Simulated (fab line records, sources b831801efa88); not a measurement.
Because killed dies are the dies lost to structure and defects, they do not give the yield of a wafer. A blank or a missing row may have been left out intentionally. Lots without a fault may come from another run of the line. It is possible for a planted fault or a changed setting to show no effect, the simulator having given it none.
Which of the tools did it?    flow gf180mcu    Sampling: 11 lots, 33 wafers, 6 of 602 route steps

== WHAT THE GAUGES READ, wafer by wafer ==
GF_MIM_THK_MEAS_11: measures by xrf.
lot   measured      on             MIM_ALCU_THK (nm)
L205  day 24 07:22  film-metro-02  203.3 202.8 199.9
L206  day 24 17:50  film-metro-01  207.3 204.6 205.3
L210  day 26 03:13  film-metro-02  201.8 200.7 201.7
L211  day 26 13:07  film-metro-01  204.3 206.9 205.9
L212  day 27 05:22  film-metro-02  205.5 204.5 205.5
L213  day 27 07:21  film-metro-03  201.2 203.0 200.8
L215  day 28 00:13  film-metro-03  203.4 205.1 203.7
L216  day 28 05:14  film-metro-02  206.5 206.6 206.1
L218  day 28 16:07  film-metro-01  203.7 203.8 204.2
L219  day 29 00:59  film-metro-01  201.9 200.3 205.1
L220  day 29 08:29  film-metro-02  202.9 204.7 204.1

GF_V5_RS_MEAS_24: measures by four-point-probe.
lot   measured      on             V5_W_RS (ohm/sq)
L205  day 27 02:25  film-metro-01  0.327 0.324 0.328
L206  day 27 11:08  film-metro-01  0.328 0.330 0.323
L210  day 28 17:50  film-metro-04  0.331 0.327 0.330
L211  day 29 06:58  film-metro-04  0.326 0.329 0.327
L212  day 29 16:17  film-metro-01  0.331 0.330 0.330
L213  day 29 20:17  film-metro-04  0.330 0.321 0.331
L215  day 30 10:27  film-metro-03  0.321 0.324 0.328
L216  day 30 15:25  film-metro-03  0.321 0.325 0.322
L218  day 31 02:23  film-metro-01  0.324 0.330 0.326
L219  day 31 11:09  film-metro-03  43.558 43.258 44.266
L220  day 31 18:10  film-metro-01  43.737 43.273 44.174

GF_V5_THK_MEAS_25: measures by xrf.
lot   measured      on             V5_W_THK (nm)
L205  day 27 02:32  film-metro-01  354 357 353
L206  day 27 11:16  film-metro-01  351 350 359
L210  day 28 17:58  film-metro-04  348 351 349
L211  day 29 07:05  film-metro-04  351 351 350
L212  day 29 16:24  film-metro-01  357 356 353
L213  day 29 20:23  film-metro-04  348 356 349
L215  day 30 10:34  film-metro-03  351 348 346
L216  day 30 15:31  film-metro-03  352 347 352
L218  day 31 02:30  film-metro-01  360 353 357
L219  day 31 11:16  film-metro-03  <0 <0 <0
L220  day 31 18:17  film-metro-01  - - <0

== EACH LOT AND THE TOOL THAT RAN IT (in order: tool; ch and the chambers of the sampled wafers; start) ==
lot   GF_MIM_SPUTTER_01             GF_V5_ETCH_16                       GF_V5_CVD_23
L205  pvd-sputter-02, day 24 06:56  rie-diel-03 ch 0,1,3, day 27 01:29  cvd-w-02 ch 0,1, day 27 02:18
L206  pvd-sputter-02, day 24 17:24  rie-diel-04 ch 0,1,2, day 27 10:14  cvd-w-02 ch 0,1, day 27 11:02
L210  pvd-sputter-02, day 26 02:45  rie-diel-02 ch 0,1,2, day 28 16:56  cvd-w-02 ch 0,1, day 28 17:44
L211  pvd-sputter-01, day 26 12:41  rie-diel-02 ch 1,2, day 29 06:02    cvd-w-01 ch 0,1, day 29 06:51
L212  pvd-sputter-03, day 27 04:55  rie-diel-03 ch 1,3, day 29 15:23    cvd-w-02 ch 0,1, day 29 16:10
L213  pvd-sputter-03, day 27 06:54  rie-diel-02 ch 0,1,2, day 29 19:20  cvd-w-02 ch 0,1, day 29 20:11
L215  pvd-sputter-01, day 27 23:46  rie-diel-02 ch 1,2, day 30 09:30    cvd-w-02 ch 0,1, day 30 10:19
L216  pvd-sputter-02, day 28 04:47  rie-diel-04 ch 1,2, day 30 14:29    cvd-w-02 ch 0,1, day 30 15:18
L218  pvd-sputter-03, day 28 15:41  rie-diel-03 ch 1,3, day 31 01:29    cvd-w-02 ch 0,1, day 31 02:16
L219  pvd-sputter-02, day 29 00:32  rie-diel-03 ch 0,1,3, day 31 10:14  cvd-w-02 ch 0,1, day 31 11:01
L220  pvd-sputter-01, day 29 08:04  rie-diel-03 ch 0,1,3, day 31 17:17  cvd-w-02 ch 0,1, day 31 18:04
- GF_MIM_SPUTTER_01: material TiN, target thk 30 nm, time 25 s.
- GF_V5_ETCH_16: etches BARC in N2/H2.
- GF_V5_CVD_23: deposits W, target thk 350 nm, time 104.9 s.

== AS READ BY THE TOOLS THEMSELVES (means over the sampled wafers that have a number; for cases with no such wafer, the mark the record gives instead) ==
GF_MIM_SPUTTER_01.
lot   tool            throttle-valve-pct (%)
L205  pvd-sputter-02  31.5
L206  pvd-sputter-02  31.7
L210  pvd-sputter-02  31.4
L211  pvd-sputter-01  30.0
L212  pvd-sputter-03  28.9
L213  pvd-sputter-03  29.4
L215  pvd-sputter-01  29.9
L216  pvd-sputter-02  30.8
L218  pvd-sputter-03  28.6
L219  pvd-sputter-02  30.8
L220  pvd-sputter-01  29.9

GF_V5_ETCH_16.
lot   tool         drypump-motor-current-A (A)  oes-product-au (a.u.)  throttle-valve-pct (%)
L205  rie-diel-03  6.0                          0.855                  13.241
L206  rie-diel-04  5.9                          0.851                  13.225
L210  rie-diel-02  5.9                          0.860                  13.227
L211  rie-diel-02  6.1                          0.855                  13.230
L212  rie-diel-03  5.9                          0.858                  13.227
L213  rie-diel-02  5.9                          0.853                  13.223
L215  rie-diel-02  6.1                          0.850                  13.226
L216  rie-diel-04  5.6                          0.853                  13.233
L218  rie-diel-03  6.1                          0.852                  13.224
L219  rie-diel-03  6.0                          0.854                  13.221
L220  rie-diel-03  6.1                          0.858                  13.206

GF_V5_CVD_23.
lot   tool      chamber-pressure-Torr (Torr)  heater-power-outer-w (W)  heater-power-w (W)
L205  cvd-w-02  39.87                         592                       972
L206  cvd-w-02  40.03                         537                       908
L210  cvd-w-02  40.05                         540                       897
L211  cvd-w-01  40.05                         526                       811
L212  cvd-w-02  39.93                         542                       899
L213  cvd-w-02  40.12                         543                       910
L215  cvd-w-02  39.96                         590                       973
L216  cvd-w-02  40.04                         596                       957
L218  cvd-w-02  40.08                         543                       904
L219  cvd-w-02  -                             -                         -
L220  cvd-w-02  -                             -                         -

== THE ANSWER, worked out from the rows above alone ==
Rule: usual is defined by the lots themselves. The widest of any qualifying gaps counts: lots, ordered by their means at a reading, are off when they make up no more than a third of the lots, leave a main group of 4 or more, and stand apart from it by 3 or more times the standard deviation of that group's means. If all means in a main group match to the digits the tables above print for the reading, that group is not used. A lot without any number at a reading at which 4 lots or more have one is off too. The other lots that the step has rows for count as sound. First the gauges in route order, then the tools' own readings, where a lot's mean is used as printed above. The first step at which some lot is off is used, and at that step the reading that is off furthest; a lot without a number counts as furthest.
Off: at GF_V5_RS_MEAS_24 (V5_W_RS), L219, L220. The main group has a mean of 0.327 ohm/sq with a standard deviation of 0.0022.
If a tool, at a process step before that reading, ran all the lots that are off and no sound lot after the first of them, it fits. The gauges at GF_V5_RS_MEAS_24 aren't tried: what is off there is off at GF_V5_CVD_23 too, on other tools, and a gauge's error can't cause that. Can't be told from this: 2 tools fit, rie-diel-03 at GF_V5_ETCH_16, cvd-w-02 at GF_V5_CVD_23.

== WHAT THE SIMULATOR HAD PUT IN ==
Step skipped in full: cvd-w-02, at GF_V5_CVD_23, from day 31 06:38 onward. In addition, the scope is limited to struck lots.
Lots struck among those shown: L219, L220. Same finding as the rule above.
